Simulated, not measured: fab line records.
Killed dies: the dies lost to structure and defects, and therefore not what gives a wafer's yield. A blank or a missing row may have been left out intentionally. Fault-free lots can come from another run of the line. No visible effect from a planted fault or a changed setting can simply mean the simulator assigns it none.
What tool caused it? || flow sky130 || Sampling: 24 lots, 72 wafers, 6 of 708 route steps

## WHAT THE GAUGES READ, wafer by wafer
SKY_LDD_N_TW_MEAS_17.
{"lot": "L074", "measured": "day 18 01:32", "on": "film metro-01", "LDD_N_TW": "2553 2550 2553"}
{"lot": "L075", "measured": "day 18 01:49", "on": "film metro-02", "LDD_N_TW": "2629 2616 2622"}
{"lot": "L076", "measured": "day 18 10:01", "on": "film metro-01", "LDD_N_TW": "2547 2564 2551"}
{"lot": "L077", "measured": "day 18 21:50", "on": "film metro-02", "LDD_N_TW": "2629 2615 2632"}
{"lot": "L078", "measured": "day 19 06:19", "on": "film metro-01", "LDD_N_TW": "2557 2547 2558"}
{"lot": "L079", "measured": "day 19 09:47", "on": "film metro-02", "LDD_N_TW": "2606 2599 2601"}
{"lot": "L080", "measured": "day 20 11:26", "on": "film metro-02", "LDD_N_TW": "2604 2604 2611"}
{"lot": "L082", "measured": "day 20 13:26", "on": "film metro-03", "LDD_N_TW": "2600 2600 2585"}
{"lot": "L081", "measured": "day 20 17:04", "on": "film metro-01", "LDD_N_TW": "2561 2562 2558"}
{"lot": "L083", "measured": "day 21 13:17", "on": "film metro-02", "LDD_N_TW": "2602 2593 2589"}
{"lot": "L085", "measured": "day 21 18:11", "on": "film metro-02", "LDD_N_TW": "2593 2589 2602"}
{"lot": "L084", "measured": "day 21 19:31", "on": "film metro-01", "LDD_N_TW": "2543 2556 2557"}
{"lot": "L086", "measured": "day 21 23:13", "on": "film metro-02", "LDD_N_TW": "2583 2594 2592"}
{"lot": "L087", "measured": "day 22 21:10", "on": "film metro-01", "LDD_N_TW": "2562 2563 2562"}
{"lot": "L088", "measured": "day 22 23:26", "on": "film metro-03", "LDD_N_TW": "2593 2594 2599"}
{"lot": "L089", "measured": "day 23 05:34", "on": "film metro-02", "LDD_N_TW": "2618 2596 2621"}
{"lot": "L090", "measured": "day 23 21:17", "on": "film metro-02", "LDD_N_TW": "2612 2605 2603"}
{"lot": "L091", "measured": "day 24 04:19", "on": "film metro-01", "LDD_N_TW": "2548 2559 2541"}
{"lot": "L092", "measured": "day 24 10:40", "on": "film metro-01", "LDD_N_TW": "2541 2558 2550"}
{"lot": "L093", "measured": "day 25 07:19", "on": "film metro-03", "LDD_N_TW": "2601 2587 2590"}
{"lot": "L094", "measured": "day 25 09:47", "on": "film metro-03", "LDD_N_TW": "2580 2593 2595"}
{"lot": "L095", "measured": "day 25 11:47", "on": "film metro-02", "LDD_N_TW": "2613 2597 2603"}
{"lot": "L096", "measured": "day 25 14:32", "on": "film metro-03", "LDD_N_TW": "2589 2599 2584"}
{"lot": "L097", "measured": "day 26 15:43", "on": "film metro-02", "LDD_N_TW": "2627 2603 2617"}

SKY_LOCAL_INTERCONNECT_RS_MEAS_01: measures by four-point-probe.
{"lot": "L074", "measured": "day 29 12:52", "on": "film metro-01", "LOCAL_INTERCONNECT_TIN_RS (ohm/sq)": "13.98 14.25 14.02"}
{"lot": "L075", "measured": "day 29 13:33", "on": "film metro-01", "LOCAL_INTERCONNECT_TIN_RS (ohm/sq)": "14.16 14.25 14.42"}
{"lot": "L076", "measured": "day 30 02:03", "on": "film metro-04", "LOCAL_INTERCONNECT_TIN_RS (ohm/sq)": "14.13 14.13 14.21"}
{"lot": "L077", "measured": "day 30 07:30", "on": "film metro-01", "LOCAL_INTERCONNECT_TIN_RS (ohm/sq)": "14.30 14.04 14.17"}
{"lot": "L078", "measured": "day 30 14:59", "on": "film metro-03", "LOCAL_INTERCONNECT_TIN_RS (ohm/sq)": "14.29 14.17 14.15"}
{"lot": "L079", "measured": "day 30 18:11", "on": "film metro-04", "LOCAL_INTERCONNECT_TIN_RS (ohm/sq)": "14.21 14.03 14.19"}
{"lot": "L080", "measured": "day 31 18:49", "on": "film metro-01", "LOCAL_INTERCONNECT_TIN_RS (ohm/sq)": "14.32 14.22 14.13"}
{"lot": "L082", "measured": "day 31 19:55", "on": "film metro-03", "LOCAL_INTERCONNECT_TIN_RS (ohm/sq)": "14.17 14.01 14.25"}
{"lot": "L081", "measured": "day 31 21:18", "on": "film metro-01", "LOCAL_INTERCONNECT_TIN_RS (ohm/sq)": "13.96 13.94 13.99"}
{"lot": "L083", "measured": "day 32 13:06", "on": "film metro-04", "LOCAL_INTERCONNECT_TIN_RS (ohm/sq)": "13.92 13.97 14.02"}
{"lot": "L085", "measured": "day 32 19:44", "on": "film metro-01", "LOCAL_INTERCONNECT_TIN_RS (ohm/sq)": "13.97 14.25 14.00"}
{"lot": "L084", "measured": "day 32 20:42", "on": "film metro-04", "LOCAL_INTERCONNECT_TIN_RS (ohm/sq)": "14.49 14.49 14.51"}
{"lot": "L086", "measured": "day 33 00:17", "on": "film metro-03", "LOCAL_INTERCONNECT_TIN_RS (ohm/sq)": "14.35 14.16 14.33"}
{"lot": "L087", "measured": "day 33 19:02", "on": "film metro-01", "LOCAL_INTERCONNECT_TIN_RS (ohm/sq)": "14.21 14.42 14.26"}
{"lot": "L088", "measured": "day 33 20:03", "on": "film metro-01", "LOCAL_INTERCONNECT_TIN_RS (ohm/sq)": "13.92 13.96 14.08"}
{"lot": "L089", "measured": "day 34 01:56", "on": "film metro-03", "LOCAL_INTERCONNECT_TIN_RS (ohm/sq)": "14.44 14.46 14.45"}
{"lot": "L090", "measured": "day 34 16:16", "on": "film metro-04", "LOCAL_INTERCONNECT_TIN_RS (ohm/sq)": "14.08 14.27 14.24"}
{"lot": "L091", "measured": "day 34 19:43", "on": "film metro-01", "LOCAL_INTERCONNECT_TIN_RS (ohm/sq)": "13.87 13.97 13.96"}
{"lot": "L092", "measured": "day 35 03:53", "on": "film metro-01", "LOCAL_INTERCONNECT_TIN_RS (ohm/sq)": "13.84 13.88 13.93"}
{"lot": "L093", "measured": "day 35 20:31", "on": "film metro-01", "LOCAL_INTERCONNECT_TIN_RS (ohm/sq)": "14.14 14.03 14.23"}
{"lot": "L094", "measured": "day 35 22:10", "on": "film metro-03", "LOCAL_INTERCONNECT_TIN_RS (ohm/sq)": "13.98 14.10 13.99"}
{"lot": "L095", "measured": "day 36 02:11", "on": "film metro-01", "LOCAL_INTERCONNECT_TIN_RS (ohm/sq)": "14.08 14.08 14.05"}
{"lot": "L096", "measured": "day 36 04:00", "on": "film metro-03", "LOCAL_INTERCONNECT_TIN_RS (ohm/sq)": "14.12 14.20 14.11"}
{"lot": "L097", "measured": "day 37 00:15", "on": "film metro-04", "LOCAL_INTERCONNECT_TIN_RS (ohm/sq)": "14.14 14.36 14.21"}

SKY_LOCAL_INTERCONNECT_OVL_MEAS_12.
{"lot": "L074", "measured": "day 30 16:28", "on": "overlay-02", "LOCAL_INTERCONNECT_OVL (nm)": "0 -5 1"}
{"lot": "L075", "measured": "day 30 17:09", "on": "overlay-01", "LOCAL_INTERCONNECT_OVL (nm)": "6 -3 -1"}
{"lot": "L076", "measured": "day 31 05:28", "on": "overlay-02", "LOCAL_INTERCONNECT_OVL (nm)": "1 -1 2"}
{"lot": "L077", "measured": "day 31 11:50", "on": "overlay-01", "LOCAL_INTERCONNECT_OVL (nm)": "0 -4 -3"}
{"lot": "L078", "measured": "day 31 19:24", "on": "overlay-01", "LOCAL_INTERCONNECT_OVL (nm)": "-1 -5 -2"}
{"lot": "L079", "measured": "day 31 21:52", "on": "overlay-02", "LOCAL_INTERCONNECT_OVL (nm)": "8 4 3"}
{"lot": "L080", "measured": "day 32 22:40", "on": "overlay-01", "LOCAL_INTERCONNECT_OVL (nm)": "0 -6 3"}
{"lot": "L082", "measured": "day 32 23:22", "on": "overlay-02", "LOCAL_INTERCONNECT_OVL (nm)": "4 -2 -3"}
{"lot": "L081", "measured": "day 33 00:32", "on": "overlay-01", "LOCAL_INTERCONNECT_OVL (nm)": "-3 -6 -1"}
{"lot": "L083", "measured": "day 33 15:49", "on": "overlay-02", "LOCAL_INTERCONNECT_OVL (nm)": "-2 -2 7"}
{"lot": "L085", "measured": "day 33 22:22", "on": "overlay-01", "LOCAL_INTERCONNECT_OVL (nm)": "8 4 11"}
{"lot": "L084", "measured": "day 33 23:39", "on": "overlay-02", "LOCAL_INTERCONNECT_OVL (nm)": "-7 -5 -9"}
{"lot": "L086", "measured": "day 34 03:00", "on": "overlay-02", "LOCAL_INTERCONNECT_OVL (nm)": "2 4 1"}
{"lot": "L087", "measured": "day 34 21:20", "on": "overlay-02", "LOCAL_INTERCONNECT_OVL (nm)": "2 3 7"}
{"lot": "L088", "measured": "day 34 22:01", "on": "overlay-02", "LOCAL_INTERCONNECT_OVL (nm)": "5 5 6"}
{"lot": "L089", "measured": "day 35 04:39", "on": "overlay-01", "LOCAL_INTERCONNECT_OVL (nm)": "6 7 5"}
{"lot": "L090", "measured": "day 35 18:34", "on": "overlay-01", "LOCAL_INTERCONNECT_OVL (nm)": "-7 -3 -7"}
{"lot": "L091", "measured": "day 35 22:07", "on": "overlay-01", "LOCAL_INTERCONNECT_OVL (nm)": "-2 5 1"}
{"lot": "L092", "measured": "day 36 05:43", "on": "overlay-02", "LOCAL_INTERCONNECT_OVL (nm)": "3 -1 7"}
{"lot": "L093", "measured": "day 36 23:18", "on": "overlay-02", "LOCAL_INTERCONNECT_OVL (nm)": "-5 -4 -5"}
{"lot": "L094", "measured": "day 37 00:16", "on": "overlay-02", "LOCAL_INTERCONNECT_OVL (nm)": "5 7 5"}
{"lot": "L095", "measured": "day 37 04:38", "on": "overlay-01", "LOCAL_INTERCONNECT_OVL (nm)": "-1 -1 4"}
{"lot": "L096", "measured": "day 37 06:45", "on": "overlay-01", "LOCAL_INTERCONNECT_OVL (nm)": "-6 -5 -5"}
{"lot": "L097", "measured": "day 38 02:49", "on": "overlay-01", "LOCAL_INTERCONNECT_OVL (nm)": "2 6 4"}

SKY_METAL3_OVL_MEAS_14.
{"lot": "L074", "measured": "day 38 22:49", "on": "overlay-01", "METAL3_OVL (nm)": "-2 -4 -10"}
{"lot": "L075", "measured": "day 39 00:35", "on": "overlay-01", "METAL3_OVL (nm)": "3 0 6"}
{"lot": "L076", "measured": "day 39 08:33", "on": "overlay-01", "METAL3_OVL (nm)": "-4 1 -1"}
{"lot": "L077", "measured": "day 39 14:47", "on": "overlay-01", "METAL3_OVL (nm)": "3 4 9"}
{"lot": "L078", "measured": "day 39 22:05", "on": "overlay-02", "METAL3_OVL (nm)": "-9 -2 -3"}
{"lot": "L079", "measured": "day 39 22:48", "on": "overlay-02", "METAL3_OVL (nm)": "4 3 -1"}
{"lot": "L080", "measured": "day 40 21:01", "on": "overlay-02", "METAL3_OVL (nm)": "2 7 3"}
{"lot": "L082", "measured": "day 40 22:49", "on": "overlay-02", "METAL3_OVL (nm)": "-3 0 -8"}
{"lot": "L081", "measured": "day 40 23:09", "on": "overlay-01", "METAL3_OVL (nm)": "-5 -2 -7"}
{"lot": "L083", "measured": "day 41 12:34", "on": "overlay-01", "METAL3_OVL (nm)": "-2 -1 5"}
{"lot": "L085", "measured": "day 41 20:01", "on": "overlay-02", "METAL3_OVL (nm)": "0 0 0"}
{"lot": "L084", "measured": "day 41 20:50", "on": "overlay-02", "METAL3_OVL (nm)": "6 2 4"}
{"lot": "L086", "measured": "day 41 23:51", "on": "overlay-02", "METAL3_OVL (nm)": "0 3 -10"}
{"lot": "L087", "measured": "day 42 16:56", "on": "overlay-02", "METAL3_OVL (nm)": "2 -3 14"}
{"lot": "L088", "measured": "day 42 17:18", "on": "overlay-01", "METAL3_OVL (nm)": "0 3 -2"}
{"lot": "L089", "measured": "day 42 23:17", "on": "overlay-01", "METAL3_OVL (nm)": "-7 -5 0"}
{"lot": "L090", "measured": "day 43 10:09", "on": "overlay-01", "METAL3_OVL (nm)": "0 13 -4"}
{"lot": "L091", "measured": "day 43 12:50", "on": "overlay-01", "METAL3_OVL (nm)": "-12 -13 -12"}
{"lot": "L092", "measured": "day 43 20:20", "on": "overlay-02", "METAL3_OVL (nm)": "-2 -2 10"}
{"lot": "L093", "measured": "day 44 10:50", "on": "overlay-02", "METAL3_OVL (nm)": "2 -3 -4"}
{"lot": "L094", "measured": "day 44 11:58", "on": "overlay-01", "METAL3_OVL (nm)": "0 2 -9"}
{"lot": "L095", "measured": "day 44 14:28", "on": "overlay-01", "METAL3_OVL (nm)": "-3 3 -2"}
{"lot": "L096", "measured": "day 44 20:28", "on": "overlay-01", "METAL3_OVL (nm)": "-1 8 1"}
{"lot": "L097", "measured": "day 45 08:44", "on": "overlay-01", "METAL3_OVL (nm)": "-1 1 -2"}

SKY_VIA3_THK_MEAS_23: measures by xrf.
{"lot": "L074", "measured": "day 40 02:50", "on": "film metro-04", "VIA3_W_THK (nm)": "406 403 411"}
{"lot": "L075", "measured": "day 40 04:32", "on": "film metro-04", "VIA3_W_THK (nm)": "411 414 412"}
{"lot": "L076", "measured": "day 40 12:13", "on": "film metro-04", "VIA3_W_THK (nm)": "403 405 408"}
{"lot": "L077", "measured": "day 40 17:55", "on": "film metro-02", "VIA3_W_THK (nm)": "413 410 400"}
{"lot": "L078", "measured": "day 41 01:19", "on": "film metro-04", "VIA3_W_THK (nm)": "413 410 409"}
{"lot": "L079", "measured": "day 41 01:43", "on": "film metro-02", "VIA3_W_THK (nm)": "408 407 407"}
{"lot": "L080", "measured": "day 41 23:46", "on": "film metro-04", "VIA3_W_THK (nm)": "409 414 405"}
{"lot": "L082", "measured": "day 42 01:18", "on": "film metro-03", "VIA3_W_THK (nm)": "399 406 407"}
{"lot": "L081", "measured": "day 42 01:35", "on": "film metro-04", "VIA3_W_THK (nm)": "400 400 405"}
{"lot": "L083", "measured": "day 42 14:21", "on": "film metro-02", "VIA3_W_THK (nm)": "408 408 411"}
{"lot": "L085", "measured": "day 42 21:57", "on": "film metro-02", "VIA3_W_THK (nm)": "413 408 404"}
{"lot": "L084", "measured": "day 42 23:41", "on": "film metro-04", "VIA3_W_THK (nm)": "411 408 407"}
{"lot": "L086", "measured": "day 43 02:10", "on": "film metro-04", "VIA3_W_THK (nm)": "402 408 401"}
{"lot": "L087", "measured": "day 43 18:08", "on": "film metro-03", "VIA3_W_THK (nm)": "404 407 402"}
{"lot": "L088", "measured": "day 43 19:08", "on": "film metro-02", "VIA3_W_THK (nm)": "408 414 411"}
{"lot": "L089", "measured": "day 44 00:42", "on": "film metro-03", "VIA3_W_THK (nm)": "410 405 407"}
{"lot": "L090", "measured": "day 44 11:18", "on": "film metro-03", "VIA3_W_THK (nm)": "395 397 403"}
{"lot": "L091", "measured": "day 44 13:38", "on": "film metro-03", "VIA3_W_THK (nm)": "413 403 407"}
{"lot": "L092", "measured": "day 44 21:44", "on": "film metro-03", "VIA3_W_THK (nm)": "406 406 406"}
{"lot": "L093", "measured": "day 45 11:19", "on": "film metro-02", "VIA3_W_THK (nm)": "410 402 413"}
{"lot": "L094", "measured": "day 45 12:20", "on": "film metro-02", "VIA3_W_THK (nm)": "412 413 410"}
{"lot": "L095", "measured": "day 45 14:24", "on": "film metro-03", "VIA3_W_THK (nm)": "393 393 402"}
{"lot": "L096", "measured": "day 45 19:52", "on": "film metro-02", "VIA3_W_THK (nm)": "412 405 395"}
{"lot": "L097", "measured": "day 46 08:27", "on": "film metro-03", "VIA3_W_THK (nm)": "396 405 398"}

SKY_VIA4_BOW_MEAS_03.
{"lot": "L074", "measured": "day 42 05:28", "on": "film metro-03", "VIA4_BOW (um)": "77 73 89"}
{"lot": "L075", "measured": "day 42 07:38", "on": "film metro-02", "VIA4_BOW (um)": "84 85 69"}
{"lot": "L076", "measured": "day 42 14:20", "on": "film metro-03", "VIA4_BOW (um)": "84 85 75"}
{"lot": "L077", "measured": "day 42 21:23", "on": "film metro-02", "VIA4_BOW (um)": "85 83 84"}
{"lot": "L078", "measured": "day 43 03:17", "on": "film metro-03", "VIA4_BOW (um)": "59 72 72"}
{"lot": "L079", "measured": "day 43 03:22", "on": "film metro-01", "VIA4_BOW (um)": "82 93 84"}
{"lot": "L080", "measured": "day 44 01:08", "on": "film metro-01", "VIA4_BOW (um)": "80 83 77"}
{"lot": "L082", "measured": "day 44 03:12", "on": "film metro-01", "VIA4_BOW (um)": "77 82 91"}
{"lot": "L081", "measured": "day 44 03:44", "on": "film metro-01", "VIA4_BOW (um)": "91 73 67"}
{"lot": "L083", "measured": "day 44 15:23", "on": "film metro-03", "VIA4_BOW (um)": "82 71 72"}
{"lot": "L085", "measured": "day 44 21:40", "on": "film metro-01", "VIA4_BOW (um)": "96 83 81"}
{"lot": "L084", "measured": "day 44 23:17", "on": "film metro-02", "VIA4_BOW (um)": "87 92 83"}
{"lot": "L086", "measured": "day 45 02:12", "on": "film metro-02", "VIA4_BOW (um)": "74 80 75"}
{"lot": "L087", "measured": "day 45 17:23", "on": "film metro-01", "VIA4_BOW (um)": "62 83 62"}
{"lot": "L088", "measured": "day 45 17:38", "on": "film metro-02", "VIA4_BOW (um)": "80 79 71"}
{"lot": "L089", "measured": "day 45 23:35", "on": "film metro-01", "VIA4_BOW (um)": "94 91 89"}
{"lot": "L090", "measured": "day 46 09:07", "on": "film metro-03", "VIA4_BOW (um)": "89 99 75"}
{"lot": "L091", "measured": "day 46 11:19", "on": "film metro-02", "VIA4_BOW (um)": "72 68 56"}
{"lot": "L092", "measured": "day 46 18:07", "on": "film metro-03", "VIA4_BOW (um)": "86 88 78"}
{"lot": "L093", "measured": "day 47 08:10", "on": "film metro-01", "VIA4_BOW (um)": "69 66 67"}
{"lot": "L094", "measured": "day 47 09:12", "on": "film metro-03", "VIA4_BOW (um)": "87 84 83"}
{"lot": "L095", "measured": "day 47 10:50", "on": "film metro-03", "VIA4_BOW (um)": "71 81 76"}
{"lot": "L096", "measured": "day 47 14:37", "on": "film metro-02", "VIA4_BOW (um)": "94 79 75"}
{"lot": "L097", "measured": "day 48 03:56", "on": "film metro-03", "VIA4_BOW (um)": "77 85 80"}

## WHAT TOOL EACH LOT RAN ON (gives the tool, then ch and the chambers of the sampled wafers, and finally the start)
Record: no process step prior to these readings.

## WHAT THE TOOLS THEMSELVES READ (means of the sampled wafers that have a number; where no wafer has one, the mark that the record gives instead)
The record holds no such reading with a usual standard deviation.

## THE ANSWER, worked out from the rows above alone
Rule: the usual values come from the lots themselves. The widest of any qualifying gaps counts: lots, ordered by their means at a reading, are off when they make up no more than a third of the lots, leave a main group of 4 or more, and stand apart from it by 3 or more times the standard deviation of that group's means. Not used: any main group whose means are identical at the precision the tables above print for the reading. Also off: a lot with no number at a reading for which 4 or more lots have one. Where the step has rows for the other lots, those lots are counted as sound. The gauges are gone through in route order, then the tools' own readings, and for those a lot's mean is taken as printed above. At the first step where some lot is off, the reading lying furthest off is the one used; lots without a number count as furthest.
Across all readings shown, no lot is off: no conclusion can be drawn from this.

## WHAT THE SIMULATOR HAD PUT IN
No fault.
